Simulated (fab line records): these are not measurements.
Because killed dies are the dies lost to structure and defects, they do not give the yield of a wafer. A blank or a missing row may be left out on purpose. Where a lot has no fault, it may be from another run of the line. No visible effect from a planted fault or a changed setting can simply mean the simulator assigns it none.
Split-lot experiment + flow sfq-line + on a route of 325 steps: 5 lots, 23 wafers read

## ON THE SPLIT
At SFQ_TRILAYER_M3_ETCH_METAL_ETCH_078 (etches Nb in Cl2/Ar, stops on SiO2, target depth 240 nm, time 120 s), the setting icp-w was moved away from the recipe's 600 W on 11 of the 23 wafers read, by -4.6% to +8.4%. The other wafers ran this setting at the recipe's value.

Reading taken at the split's own step.

## THE READING
KrF_of_TRILAYER_M3_LITHO_COAT_075.thk-nm (the simulator's own value, which no gauge read), in nm, at SFQ_TRILAYER_M3_ETCH_METAL_ETCH_078 (etches Nb in Cl2/Ar, stops on SiO2, target depth 240 nm, time 120 s). No usual value for it is given in the file. Across the 12 wafers here that went through the recipe, the average is 380.9 nm and the standard deviation 2.6 nm.

| wafer  | tool, chamber at the split | icp-w as run, W | against the recipe | KrF_of_TRILAYER_M3_LITHO_COAT_075.thk-nm, nm | against lot-mates on the recipe |
|--------|----------------------------|-----------------|--------------------|----------------------------------------------|---------------------------------|
| L074.1 | rie-metal-02, 0            | 600             | recipe             | 380.6                                        | -                               |
| L074.2 | rie-metal-02, 1            | 572.4           | -4.6%              | 389.7                                        | +8.8                            |
| L074.3 | rie-metal-02, 1            | 572.4           | -4.6%              | 388.1                                        | +7.2                            |
| L074.5 | rie-metal-02, 1            | 600             | recipe             | 383.4                                        | -                               |
| L074.6 | rie-metal-02, 0            | 600             | recipe             | 378.6                                        | -                               |
| L075.1 | rie-metal-04, 0            | 600             | recipe             | 379.2                                        | -                               |
| L075.2 | rie-metal-04, 1            | 633.7           | +5.6%              | 377.2                                        | -2.6                            |
| L075.3 | rie-metal-04, 0            | 633.7           | +5.6%              | 375.4                                        | -4.4                            |
| L075.5 | rie-metal-04, 0            | 600             | recipe             | 380.3                                        | -                               |
| L075.6 | rie-metal-04, 1            | 633.7           | +5.6%              | 376.7                                        | -3.1                            |
| L078.1 | rie-metal-04, 1            | 600             | recipe             | 385.3                                        | -                               |
| L078.2 | rie-metal-04, 0            | 638.2           | +6.4%              | 378.4                                        | -6.4                            |
| L078.3 | rie-metal-04, 1            | 638.2           | +6.4%              | 378                                          | -6.8                            |
| L078.4 | rie-metal-04, 0            | 600             | recipe             | 384.2                                        | -                               |
| L078.5 | rie-metal-04, 0            | 638.2           | +6.4%              | 379.1                                        | -5.6                            |
| L079.2 | rie-metal-01, 1            | 600             | recipe             | 377.6                                        | -                               |
| L079.4 | rie-metal-01, 1            | 600             | recipe             | 377.3                                        | -                               |
| L079.6 | rie-metal-01, 0            | 600             | recipe             | 378.2                                        | -                               |
| L082.2 | rie-metal-02, 1            | 600             | recipe             | 382.6                                        | -                               |
| L082.3 | rie-metal-02, 1            | 650.1           | +8.4%              | 372.6                                        | -10.2                           |
| L082.4 | rie-metal-02, 1            | 650.1           | +8.4%              | 372.8                                        | -10.1                           |
| L082.5 | rie-metal-02, 1            | 600             | recipe             | 383.1                                        | -                               |
| L082.6 | rie-metal-02, 1            | 650.1           | +8.4%              | 372.9                                        | -10.0                           |

THE FIT
A straight line over all 23 wafers: KrF_of_TRILAYER_M3_LITHO_COAT_075.thk-nm changes by -0.946 nm for each +1% of icp-w; r = -0.83; the points scatter about the line by 2.6 nm.
The same after taking each lot's own level away (the mean of its wafers on the recipe; 23 wafers): -1.15 nm for each +1%; r = -0.95; scatter 1.6 nm.
The reading moves by 9.6 nm for the largest change in icp-w, on that fit.
Measured against the standard deviation above, the lots' own levels, which go from 377.70 to 384.75 nm, span 2.7 times it.
Hence the slope depends on the lot-to-lot level, as the two fits are not the same.
Check: for one of the wafers moved furthest among these (+8.4%), held out of the fit, the line's prediction against its lot-mates is -8.67 nm. It came out at -10.2 nm against them.

## THESE WAFERS: OTHER SPLITS
Before the reading, these wafers also passed through other splits. Each is held against what the fit with the lots' levels taken away leaves over:
| other split on the same wafers               | wafers away from the commonest value | r with KrF_of_TRILAYER_M3_LITHO_COAT_075.thk-nm (lot level and that fit taken away) |
|----------------------------------------------|--------------------------------------|-------------------------------------------------------------------------------------|
| SFQ_TRILAYER_I2_VIA_LITHO_EXPOSE_068 dose-mj | 4                                    | -0.24                                                                               |
| SFQ_TRILAYER_M3_LITHO_COAT_080 spin-rpm      | 9                                    | +0.05                                                                               |

## FILE'S OWN FIT
KrF_of_TRILAYER_M3_LITHO_COAT_075.thk-nm changes by -1.1 nm for each +1% of icp-w, r = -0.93.
